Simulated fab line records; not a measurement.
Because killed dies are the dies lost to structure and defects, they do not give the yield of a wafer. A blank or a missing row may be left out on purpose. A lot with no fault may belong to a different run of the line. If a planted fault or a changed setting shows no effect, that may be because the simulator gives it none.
fab line records + flow sky130
[record]
- lots = 12
- wafers = 36
- last-day = 50
route steps=708 shown LI_CONTACT@376 METAL5@664 PAD_OPEN@708
lots with no fault: from the same line, run without faults
start-h: hours from the record's first day to the start of the lot's first wafer shown + wait-h: hours elapsed since this lot's preceding step + " repeats the value in the row above + L1.1+2: one row covering several wafers at once + - no value, or no start given + * or withheld: withheld + < > ~ a bound
route shown NAME@n: names a module that has steps shown in the file, with the first one's number in the route + usual: the fault-free wafers' mean and standard deviation + same: alike in all rows + chamber/n: place in a boat + sites: the reading at each site + _std_site: standard deviation of those values + _edge_site: mean of outer sites minus mean of inner sites + radius-mm: for every site, how far away it sits from the centre of the wafer + mask NAME#n: copy n + behind: the last tool/chamber to shape the wafer + hold: why the lot went on hold/how many hours it stayed there/how the hold came to an end + device: names the non-switching transistor (n, p or np) + end of line: tests of these same wafers at the route's end + a step with no rows: only its recipe + killed: the dies lost at the first sort to structure and to defects; this is not the yield of the wafer + map: a wafer's dies, marking killed ones x, the rest . and places with no die _
set.NAME: setting as actually run; set.NAME@STEP: the setting as run at that earlier step + model.NAME: the simulator's own value behind a step, which no gauge read
a sample of lots followed through the steps of the route, with each step as a table and each wafer as a row
services: a tool's chamber out of use, with start hour (start-h, from the record's first day; less than 0 if before it), hours out, and reason
[[steps]]
[step SKY_LI_CONTACT_ETCH_14]
[recipe]
- chemistry = N2/H2
- target = BARC
- ion-energy-ev = 200
- source-w = 500
- bias-w = 100
- pressure-mtorr = 30
- n2-flow-sccm = 100
- h2-flow-sccm = 200
- stop-on = SiO2
- time-s = 45.9
- target-depth-a = 600
[usual]
- drypump-motor-current-A = 5.7/0.39
- oes-product-au = 0.853/0.0048
- throttle-valve-pct = 13.224/0.0088
| lot.wafer | tool        | chamber | start-h | wait-h | drypump-motor-current-A | oes-product-au | rf-hours-counter-h | throttle-valve-pct |
|-----------|-------------|---------|---------|--------|-------------------------|----------------|--------------------|--------------------|
| L948.3    | rie-diel-04 | 3       | 682.94  | 0.0    | 6.1                     | 0.869          | 0                  | 13.231             |
| L948.4    | "           | 1       | "       | "      | 5.6                     | 0.850          | 7                  | 13.234             |
| L948.6    | "           | 2       | "       | "      | 6.3                     | 0.862          | -                  | 13.226             |
| L949.1    | rie-diel-01 | 0       | 700.14  | 0.0    | 5.5                     | 0.854          | 6                  | 13.225             |
| L949.2    | "           | 2       | "       | "      | 6.2                     | 0.847          | 20                 | 13.235             |
| L949.4    | "           | 1       | "       | "      | 5.1                     | 0.851          | 6                  | 13.215             |
| L954.3    | rie-diel-01 | 1       | 727.88  | 0.0    | 5.1                     | 0.846          | 7                  | 13.223             |
| L954.4    | "           | 2       | "       | "      | 6.1                     | 0.852          | 21                 | 13.222             |
| L954.6    | "           | 0       | "       | "      | 5.5                     | 0.848          | -                  | 13.210             |
| L960.1    | rie-diel-02 | 0       | 763.79  | 0.0    | 5.5                     | 0.854          | 25                 | 13.205             |
| L960.5    | "           | 0       | "       | "      | 5.5                     | 0.856          | -                  | 13.203             |
| L960.6    | "           | 3       | "       | "      | 5.3                     | 0.853          | -                  | 13.241             |
| L964.1    | rie-diel-04 | 0       | 793.03  | 0.0    | 5.1                     | 0.852          | 18                 | 13.216             |
| L964.3    | "           | 1       | "       | "      | 5.5                     | 0.856          | 9                  | 13.220             |
| L964.6    | "           | 0       | "       | "      | 5.1                     | 0.854          | -                  | 13.221             |
| L965.3    | rie-diel-01 | 2       | 803.43  | 0.0    | 6.2                     | 0.854          | 23                 | 13.226             |
| L965.4    | "           | 0       | "       | "      | 5.5                     | 0.858          | 10                 | 13.221             |
| L965.6    | "           | 3       | "       | "      | 5.7                     | 0.853          | -                  | 13.233             |
| L966.1    | rie-diel-04 | 3       | 811.76  | 0.0    | 6.1                     | 0.856          | 3                  | 13.218             |
| L966.4    | "           | 1       | "       | "      | 5.6                     | 0.846          | -                  | 13.214             |
| L966.5    | "           | 0       | "       | "      | 5.1                     | 0.854          | -                  | 13.236             |
| L967.2    | rie-diel-04 | 1       | 815.88  | 0.0    | 5.6                     | 0.860          | 9                  | 13.217             |
| L967.5    | "           | 2       | "       | "      | 6.3                     | 0.851          | -                  | 13.240             |
| L967.6    | "           | 3       | "       | "      | 6.1                     | 0.860          | -                  | 13.236             |
| L968.1    | rie-diel-04 | 2       | 835.04  | 0.0    | 6.2                     | 0.853          | 5                  | 13.223             |
| L968.2    | "           | 1       | "       | "      | 5.5                     | 0.864          | 10                 | 13.224             |
| L968.6    | "           | 2       | "       | "      | 6.2                     | 0.860          | -                  | 13.217             |
| L969.1    | rie-diel-02 | 3       | 849.78  | 0.0    | 5.3                     | 0.855          | 3                  | 13.238             |
| L969.4    | "           | 0       | "       | "      | 5.4                     | 0.853          | -                  | 13.221             |
| L969.6    | "           | 1       | "       | "      | 5.7                     | 0.858          | -                  | 13.220             |
| L971.3    | rie-diel-01 | 2       | 852.29  | 0.0    | 6.1                     | 0.852          | 25                 | 13.241             |
| L971.5    | "           | 0       | "       | "      | 5.5                     | 0.850          | -                  | 13.230             |
| L971.6    | "           | 3       | "       | "      | 5.7                     | 0.855          | -                  | 13.217             |
| L970.2    | rie-diel-04 | 3       | 853.19  | 0.0    | 6.1                     | 0.851          | 4                  | 13.202             |
| L970.5    | "           | 0       | "       | "      | 5.1                     | 0.849          | -                  | 13.206             |
| L970.6    | "           | 1       | "       | "      | 5.6                     | 0.853          | -                  | 13.240             |
[step SKY_METAL5_SPUTTER_03]
[recipe]
- material = Ti
- target-thk-nm = 5
- power-w = 3000
- time-s = 3.3
- chamber-pressure-pa = 0.4
[usual]
- chamber-pressure-pa = 0.4001/0.00091
- throttle-valve-pct = 29.9/1.2
| lot.wafer | tool           | chamber | start-h | wait-h | chamber-pressure-pa | throttle-valve-pct |
|-----------|----------------|---------|---------|--------|---------------------|--------------------|
| L948.3    | pvd-sputter-02 | -       | 1006.69 | 0.0    | 0.4007              | 31.7               |
| L948.4    | "              | -       | "       | "      | 0.4002              | 28.8               |
| L948.6    | "              | -       | "       | "      | 0.3989              | 28.7               |
| L949.1    | pvd-sputter-03 | -       | 1020.84 | 0.0    | 0.4014              | 31.1               |
| L949.2    | "              | -       | "       | "      | 0.3984              | 30.8               |
| L949.4    | "              | -       | "       | "      | 0.3999              | 28.6               |
| L954.3    | pvd-sputter-03 | -       | 1045.13 | 0.0    | 0.4001              | 31.0               |
| L954.4    | "              | -       | "       | "      | 0.4005              | 29.4               |
| L954.6    | "              | -       | "       | "      | 0.3998              | 30.9               |
| L960.1    | pvd-sputter-03 | -       | 1076.78 | 0.0    | 0.3999              | 28.7               |
| L960.5    | "              | -       | "       | "      | 0.4001              | 29.4               |
| L960.6    | "              | -       | "       | "      | 0.4000              | 28.2               |
| L964.1    | pvd-sputter-02 | -       | 1098.61 | 0.0    | 0.3990              | 28.8               |
| L964.3    | "              | -       | "       | "      | 0.3995              | 31.6               |
| L964.6    | "              | -       | "       | "      | 0.3976              | 31.7               |
| L965.3    | pvd-sputter-02 | -       | 1106.98 | 0.0    | 0.4007              | 28.7               |
| L965.4    | "              | -       | "       | "      | 0.4000              | 31.7               |
| L965.6    | "              | -       | "       | "      | 0.4000              | 31.6               |
| L966.1    | pvd-sputter-02 | -       | 1109.71 | 0.0    | 0.4005              | 28.8               |
| L966.4    | "              | -       | "       | "      | 0.4015              | 31.7               |
| L966.5    | "              | -       | "       | "      | 0.4004              | 29.2               |
| L967.2    | pvd-sputter-03 | -       | 1114.84 | 0.0    | 0.4008              | 29.5               |
| L967.5    | "              | -       | "       | "      | 0.4012              | 31.0               |
| L967.6    | "              | -       | "       | "      | 0.4001              | 31.0               |
| L968.1    | pvd-sputter-02 | -       | 1129.11 | 0.0    | 0.4008              | 29.0               |
| L968.2    | "              | -       | "       | "      | 0.3996              | 28.8               |
| L968.6    | "              | -       | "       | "      | 0.3994              | 29.0               |
| L969.1    | pvd-sputter-03 | -       | 1142.14 | 0.0    | 0.3988              | 28.6               |
| L969.4    | "              | -       | "       | "      | 0.4009              | 29.6               |
| L969.6    | "              | -       | "       | "      | 0.3993              | 28.6               |
| L971.3    | pvd-sputter-03 | -       | 1142.84 | 0.0    | 0.4003              | 28.7               |
| L971.5    | "              | -       | "       | "      | 0.4006              | 28.7               |
| L971.6    | "              | -       | "       | "      | 0.3995              | 29.4               |
| L970.2    | pvd-sputter-02 | -       | 1143.11 | 0.0    | 0.4004              | 29.1               |
| L970.5    | "              | -       | "       | "      | 0.4007              | 29.2               |
| L970.6    | "              | -       | "       | "      | 0.3989              | 31.6               |
[step SKY_METAL5_THK_MEAS_06]
[recipe]
- thk-meas-gauge = xrf
- reads = AlCu_of_METAL5_SPUTTER_02
[usual]
- METAL5_ALCU_THK = 1147/16
| lot.wafer | tool          | chamber | start-h | wait-h | METAL5_ALCU_THK[nm] |
|-----------|---------------|---------|---------|--------|---------------------|
| L948.3    | film-metro-02 | -       | 1006.90 | 0.1    | 1171                |
| L948.4    | "             | -       | "       | "      | 1162                |
| L948.6    | "             | -       | "       | "      | 1176                |
| L949.1    | film-metro-04 | -       | 1021.03 | 0.1    | 1137                |
| L949.2    | "             | -       | "       | "      | 1152                |
| L949.4    | "             | -       | "       | "      | 1145                |
| L954.3    | film-metro-04 | -       | 1045.34 | 0.1    | 1141                |
| L954.4    | "             | -       | "       | "      | 1135                |
| L954.6    | "             | -       | "       | "      | 1146                |
| L960.1    | film-metro-02 | -       | 1076.97 | 0.1    | 1127                |
| L960.5    | "             | -       | "       | "      | 1140                |
| L960.6    | "             | -       | "       | "      | 1124                |
| L964.1    | film-metro-02 | -       | 1098.80 | 0.1    | 1155                |
| L964.3    | "             | -       | "       | "      | 1140                |
| L964.6    | "             | -       | "       | "      | 1128                |
| L965.3    | film-metro-02 | -       | 1107.18 | 0.1    | 1161                |
| L965.4    | "             | -       | "       | "      | 1172                |
| L965.6    | "             | -       | "       | "      | 1167                |
| L966.1    | film-metro-03 | -       | 1109.90 | 0.1    | 1120                |
| L966.4    | "             | -       | "       | "      | 1126                |
| L966.5    | "             | -       | "       | "      | 1137                |
| L967.2    | film-metro-02 | -       | 1115.03 | 0.1    | 1166                |
| L967.5    | "             | -       | "       | "      | 1155                |
| L967.6    | "             | -       | "       | "      | 1137                |
| L968.1    | film-metro-02 | -       | 1129.30 | 0.1    | 1171                |
| L968.2    | "             | -       | "       | "      | 1165                |
| L968.6    | "             | -       | "       | "      | 1158                |
| L969.1    | film-metro-02 | -       | 1142.33 | 0.1    | 1141                |
| L969.4    | "             | -       | "       | "      | 1149                |
| L969.6    | "             | -       | "       | "      | 1145                |
| L971.3    | film-metro-02 | -       | 1143.05 | 0.1    | 1137                |
| L971.5    | "             | -       | "       | "      | 1139                |
| L971.6    | "             | -       | "       | "      | 1148                |
| L970.2    | film-metro-03 | -       | 1143.31 | 0.1    | 1136                |
| L970.5    | "             | -       | "       | "      | 1138                |
| L970.6    | "             | -       | "       | "      | 1140                |
[step SKY_METAL5_STRIP_16]
[recipe]
- chemistry = O2/N2
- power-w = 1400
- pressure-mtorr = 1500
- platen-temp-c = withheld
- o2-flow-sccm = 3000
- n2-flow-sccm = 300
- overash-fraction = 0.5
[usual]
- drypump-motor-current-A = 5.72/0.27
- oes-product-au = 0.710/0.0045
- strip-time-to-endpoint-s = 13.01/0.086
| lot.wafer | tool            | chamber | start-h | wait-h | drypump-motor-current-A | oes-product-au | rf-hours-counter-h | strip-time-to-endpoint-s |
|-----------|-----------------|---------|---------|--------|-------------------------|----------------|--------------------|--------------------------|
| L948.3    | plasma-asher-01 | 1       | 1029.69 | 0.1    | 5.92                    | 0.706          | -                  | 13.00                    |
| L948.4    | "               | 0       | "       | "      | 5.70                    | 0.709          | -                  | 12.94                    |
| L948.6    | "               | 0       | "       | "      | 5.70                    | 0.711          | -                  | 12.97                    |
| L949.1    | plasma-asher-01 | 0       | 1043.61 | 0.2    | 5.71                    | 0.702          | 30                 | 13.15                    |
| L949.2    | "               | 1       | "       | "      | 5.93                    | 0.712          | 30                 | 13.18                    |
| L949.4    | "               | 1       | "       | "      | 5.93                    | 0.707          | -                  | 13.10                    |
| L954.3    | plasma-asher-04 | 1       | 1066.19 | 0.1    | 5.69                    | 0.706          | -                  | 12.96                    |
| L954.4    | "               | 0       | "       | "      | 5.68                    | 0.706          | -                  | 12.93                    |
| L954.6    | "               | 0       | "       | "      | 5.71                    | 0.709          | -                  | 12.99                    |
| L960.1    | plasma-asher-02 | 1       | 1097.20 | 0.2    | 6.07                    | 0.715          | 93                 | 12.97                    |
| L960.5    | "               | 0       | "       | "      | 5.27                    | 0.710          | -                  | 12.93                    |
| L960.6    | "               | 1       | "       | "      | 6.08                    | 0.710          | -                  | 13.03                    |
| L964.1    | plasma-asher-04 | 0       | 1118.85 | 0.2    | 5.71                    | 0.710          | 68                 | 12.97                    |
| L964.3    | "               | 0       | "       | "      | 5.74                    | 0.711          | -                  | 12.96                    |
| L964.6    | "               | 1       | "       | "      | 5.73                    | 0.710          | -                  | 12.98                    |
| L965.3    | plasma-asher-02 | 0       | 1126.43 | 0.1    | 5.26                    | 0.701          | -                  | 12.80                    |
| L965.4    | "               | 1       | "       | "      | 6.09                    | 0.702          | -                  | 12.90                    |
| L965.6    | "               | 0       | "       | "      | 5.25                    | 0.700          | -                  | 12.97                    |
| L966.1    | plasma-asher-01 | 0       | 1128.95 | 0.2    | 5.72                    | 0.712          | 39                 | 13.02                    |
| L966.4    | "               | 1       | "       | "      | 5.91                    | 0.707          | -                  | 12.95                    |
| L966.5    | "               | 1       | "       | "      | 5.92                    | 0.711          | -                  | 12.95                    |
| L967.2    | plasma-asher-04 | 0       | 1133.75 | 0.2    | 5.69                    | 0.698          | 69                 | 13.08                    |
| L967.5    | "               | 1       | "       | "      | 5.75                    | 0.710          | -                  | 13.03                    |
| L967.6    | "               | 0       | "       | "      | 5.68                    | 0.708          | -                  | 13.12                    |
| L968.1    | plasma-asher-02 | 1       | 1148.03 | 0.4    | 6.06                    | 0.706          | 98                 | 12.97                    |
| L968.2    | "               | 0       | "       | "      | 5.29                    | 0.710          | 98                 | 13.01                    |
| L968.6    | "               | 1       | "       | "      | 6.07                    | 0.711          | -                  | 12.97                    |
| L969.1    | plasma-asher-04 | 1       | 1159.65 | 0.2    | 5.68                    | 0.712          | 72                 | 13.06                    |
| L969.4    | "               | 0       | "       | "      | 5.70                    | 0.705          | -                  | 13.00                    |
| L969.6    | "               | 0       | "       | "      | 5.70                    | 0.707          | -                  | 12.96                    |
| L971.3    | plasma-asher-01 | 1       | 1160.60 | 0.3    | 5.92                    | 0.714          | -                  | 12.90                    |
| L971.5    | "               | 1       | "       | "      | 5.92                    | 0.704          | -                  | 12.82                    |
| L971.6    | "               | 0       | "       | "      | 5.70                    | 0.708          | -                  | 13.01                    |
| L970.2    | plasma-asher-02 | 1       | 1160.71 | 0.2    | 6.09                    | 0.711          | 99                 | 13.01                    |
| L970.5    | "               | 0       | "       | "      | 5.29                    | 0.710          | -                  | 12.98                    |
| L970.6    | "               | 1       | "       | "      | 6.06                    | 0.704          | -                  | 12.96                    |
[step SKY_PAD_OPEN_PROBE_99]
[usual]
- killed_at_M0_to_M3 = 44/7.2
- killed_at_M4_up = 3.1/1.7
- killed-at-contacts = 25/5.1
- killed-at-front-end = 14/4.6
- killed-at-other = 0.3/0.59
- killed-dies = 86/9.6
- killed-on-rim = 17/4.1
- killed-open = 47/7.4
- killed-short = 39/6
[same]
- gross-dies = 492
- killed-at-back-side = 0
| lot.wafer | tool      | chamber | start-h | wait-h | killed_at_M0_to_M3 | killed_at_M4_up | killed-at-contacts | killed-at-front-end | killed-at-other | killed-dies | killed-on-rim | killed-open | killed-short |
|-----------|-----------|---------|---------|--------|--------------------|-----------------|--------------------|---------------------|-----------------|-------------|---------------|-------------|--------------|
| L954.3    | prober-02 | -       | 1109.80 | 0.2    | 41                 | 3               | 56                 | 7                   | 0               | 107         | 31            | 36          | 33           |
| L954.4    | prober-02 | -       | 1109.85 | 0.2    | 39                 | 3               | 20                 | 10                  | 0               | 72          | 8             | 46          | 26           |
| L954.6    | prober-02 | -       | 1109.95 | 0.2    | 49                 | 3               | 23                 | 10                  | 0               | 85          | 21            | 54          | 31           |
| L960.1    | prober-02 | -       | 1140.13 | 0.1    | 45                 | 2               | 24                 | 12                  | 0               | 83          | 16            | 35          | 48           |
| L960.5    | prober-02 | -       | 1140.33 | 0.2    | 46                 | 3               | 27                 | 8                   | 0               | 84          | 20            | 43          | 41           |
| L960.6    | prober-02 | -       | 1140.38 | 0.2    | 33                 | 1               | 24                 | 18                  | 0               | 76          | 14            | 44          | 32           |
| L964.1    | prober-02 | -       | 1158.98 | 0.1    | 38                 | 4               | 22                 | 14                  | 0               | 78          | 14            | 39          | 39           |
| L964.3    | prober-02 | -       | 1159.08 | 0.2    | 53                 | 4               | 29                 | 12                  | 1               | 99          | 19            | 47          | 52           |
| L964.6    | prober-02 | -       | 1159.23 | 0.2    | 42                 | 3               | 20                 | 14                  | 0               | 79          | 15            | 48          | 31           |
| L965.3    | prober-01 | -       | 1165.56 | 0.2    | 51                 | 3               | 26                 | 9                   | 0               | 89          | 17            | 43          | 46           |
| L965.4    | prober-01 | -       | 1165.61 | 0.2    | 49                 | 2               | 18                 | 13                  | 0               | 82          | 17            | 44          | 38           |
| L965.6    | prober-01 | -       | 1165.71 | 0.2    | 35                 | 5               | 18                 | 12                  | 1               | 71          | 15            | 40          | 31           |
| L966.1    | prober-02 | -       | 1167.71 | 0.1    | 46                 | 0               | 22                 | 23                  | 0               | 91          | 23            | 51          | 40           |
| L966.4    | prober-02 | -       | 1167.86 | 0.2    | 50                 | 2               | 24                 | 7                   | 1               | 84          | 22            | 53          | 31           |
| L966.5    | prober-02 | -       | 1167.91 | 0.2    | 44                 | 3               | 14                 | 16                  | 1               | 78          | 12            | 43          | 35           |
// killed by level:class
L954.3 LI_CONTACT:unspecified=38 VIA1:geometric-particle:open=9 METAL1:geometric-particle:short=7 VIA3:geometric-particle:open=6 VIA1:geometric-particle:short=6 CONTACT:geometric-particle:open=5 LOCAL_INTERCONNECT:geometric-particle:short=5 CONTACT:geometric-particle:short=5
L954.4 VIA1:geometric-particle:open=12 CONTACT:geometric-particle:open=9 LI_CONTACT:geometric-particle:open=6 VIA2:geometric-particle:open=6 VIA2:geometric-particle:short=5 METAL1:geometric-particle:short=4 METAL2:geometric-particle:short=4 FIELD_ISO:geometric-particle:open=3
L954.6 VIA2:geometric-particle:open=11 VIA1:geometric-particle:open=10 LI_CONTACT:geometric-particle:open=7 CONTACT:geometric-particle:open=7 VIA1:geometric-particle:short=6 METAL2:geometric-particle:short=5 VIA3:geometric-particle:open=5 FIELD_ISO:geometric-particle:open=4
L960.1 METAL2:geometric-particle:short=9 CONTACT:geometric-particle:open=9 VIA1:geometric-particle:open=7 VIA2:geometric-particle:open=6 METAL1:geometric-particle:short=5 VIA3:geometric-particle:short=5 FIELD_ISO:geometric-particle:open=4 LI_CONTACT:geometric-particle:open=4
L960.5 CONTACT:geometric-particle:open=12 METAL2:geometric-particle:short=9 VIA3:geometric-particle:open=6 METAL1:geometric-particle:short=6 VIA1:geometric-particle:open=6 VIA2:geometric-particle:open=6 CONTACT:geometric-particle:short=5 LOCAL_INTERCONNECT:geometric-particle:short=4
L960.6 VIA1:geometric-particle:open=14 POLY_GATE:geometric-particle:short=8 LI_CONTACT:geometric-particle:open=8 CONTACT:geometric-particle:open=6 METAL1:geometric-particle:short=5 VIA2:geometric-particle:open=5 LOCAL_INTERCONNECT:geometric-particle:short=4 CONTACT:geometric-particle:short=4
L964.1 VIA3:geometric-particle:open=10 VIA1:geometric-particle:open=7 LI_CONTACT:geometric-particle:open=6 CONTACT:geometric-particle:open=5 METAL1:geometric-particle:short=5 VIA1:geometric-particle:short=5 POLY_GATE:geometric-particle:short=4 METAL4:geometric-particle:short=4
L964.3 CONTACT:geometric-particle:open=13 METAL1:geometric-particle:short=12 LOCAL_INTERCONNECT:geometric-particle:short=7 VIA1:geometric-particle:open=7 METAL2:geometric-particle:short=7 VIA2:geometric-particle:short=6 LI_CONTACT:geometric-particle:open=5 METAL3:geometric-particle:short=5
L964.6 VIA1:geometric-particle:open=10 VIA2:geometric-particle:open=9 CONTACT:geometric-particle:open=8 VIA3:geometric-particle:open=7 METAL3:geometric-particle:short=5 LI_CONTACT:geometric-particle:open=5 FIELD_ISO:geometric-particle:open=4 POLY_GATE:geometric-particle:open=3
L965.3 VIA1:geometric-particle:open=12 CONTACT:geometric-particle:open=9 LI_CONTACT:geometric-particle:open=7 METAL2:geometric-particle:short=7 METAL3:geometric-particle:short=7 VIA2:geometric-particle:open=5 VIA2:geometric-particle:short=5 CONTACT:geometric-particle:short=4
L965.4 VIA1:geometric-particle:open=13 CONTACT:geometric-particle:open=8 METAL1:geometric-particle:short=8 METAL2:geometric-particle:short=6 VIA3:geometric-particle:open=6 VIA2:geometric-particle:open=5 FIELD_ISO:geometric-particle:open=4 LI_CONTACT:geometric-particle:short=4
L965.6 VIA1:geometric-particle:open=8 CONTACT:geometric-particle:open=7 VIA2:geometric-particle:open=6 CONTACT:geometric-particle:short=5 FIELD_ISO:geometric-particle:open=4 LI_CONTACT:geometric-particle:open=4 VIA1:geometric-particle:short=4 METAL1:geometric-particle:short=4
L966.1 VIA1:geometric-particle:open=13 CONTACT:geometric-particle:open=10 FIELD_ISO:geometric-particle:short=9 VIA2:geometric-particle:open=7 FIELD_ISO:geometric-particle:open=5 CONTACT:geometric-particle:short=5 VIA3:geometric-particle:open=5 VIA1:geometric-particle:short=4
L966.4 CONTACT:geometric-particle:open=12 VIA2:geometric-particle:open=11 VIA1:geometric-particle:open=8 CONTACT:geometric-particle:short=7 VIA3:geometric-particle:open=6 METAL1:geometric-particle:short=5 LI_CONTACT:geometric-particle:open=4 VIA1:geometric-particle:short=4
L966.5 VIA1:geometric-particle:open=10 METAL2:geometric-particle:short=8 VIA1:geometric-particle:short=7 VIA2:geometric-particle:open=7 FIELD_ISO:geometric-particle:open=5 CONTACT:geometric-particle:short=5 FIELD_ISO:geometric-particle:short=4 POLY_GATE:geometric-particle:open=4
[[services]]
| tool            | chamber | start-h | hours | kind   |
|-----------------|---------|---------|-------|--------|
| plasma-asher-02 | -       | 685.19  | 8.8   | repair |
| pvd-sputter-02  | -       | 710.60  | 5.0   | repair |
| plasma-asher-02 | -       | 712.78  | 1.4   | repair |
| rie-diel-04     | 3       | 716.22  | 3.0   | repair |
| plasma-asher-02 | -       | 726.41  | 29.4  | pm     |
| plasma-asher-01 | -       | 733.75  | 9.0   | pm     |
| rie-diel-01     | 2       | 737.68  | 3.0   | repair |
| plasma-asher-04 | -       | 740.30  | 0.8   | repair |
| rie-diel-01     | -       | 747.33  | 0.3   | repair |
| rie-diel-01     | -       | 763.05  | 0.5   | repair |
| rie-diel-04     | 1       | 799.18  | 4.8   | repair |
| rie-diel-04     | 2       | 808.28  | 3.8   | repair |
| pvd-sputter-03  | -       | 862.52  | 24.1  | repair |
| rie-diel-04     | 0       | 904.07  | 15.2  | repair |
| rie-diel-04     | 3       | 906.98  | 12.1  | repair |
| pvd-sputter-02  | -       | 911.20  | 1.0   | repair |
| rie-diel-04     | -       | 917.70  | 1.0   | repair |
| pvd-sputter-03  | -       | 937.20  | 3.6   | repair |
| rie-diel-04     | 0       | 1005.33 | 13.8  | repair |
| pvd-sputter-02  | -       | 1103.56 | 3.2   | repair |
| rie-diel-04     | 0       | 1106.71 | 5.9   | repair |
| rie-diel-04     | -       | 1108.06 | 2.8   | pm     |
| pvd-sputter-03  | -       | 1149.97 | 0.6   | repair |
| pvd-sputter-03  | -       | 1156.78 | 9.4   | repair |
[[key]]
[first-sign]
- step = SKY_PAD_OPEN_PROBE_99
- reading = killed-at-contacts
- direction = up
- sigmas = 6.2
- usual = 25
- struck = 56
[effect]
- step = SKY_PAD_OPEN_PROBE_99
- reading = killed-on-rim
- direction = up
- sigmas = 3.4
- usual = 17
- struck = 31
met-at SKY_LI_CONTACT_ETCH_14
struck-lots L954
struck-wafers L954.3
tester-left-out L954
not-acting-at SKY_METAL5_SPUTTER_03,SKY_METAL5_THK_MEAS_06,SKY_METAL5_STRIP_16
onset-between 700.14 727.88
[fault]
- kind = chamber-particle-source
- tool = rie-diel-01
- chamber = 1
- onset-h = 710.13
- steps = SKY_LI_CONTACT_ETCH_14
- rate-per-visit-cm2 = 0.82708
- end-h = 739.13
// tester-left-out: of these lots the tester's yield and bins aren't shown, on N5 and GAA mostly nor the transistor test; their killed dies are dies lost to structure and defects alone, not to doping, threshold or leakage, so they don't give the yield
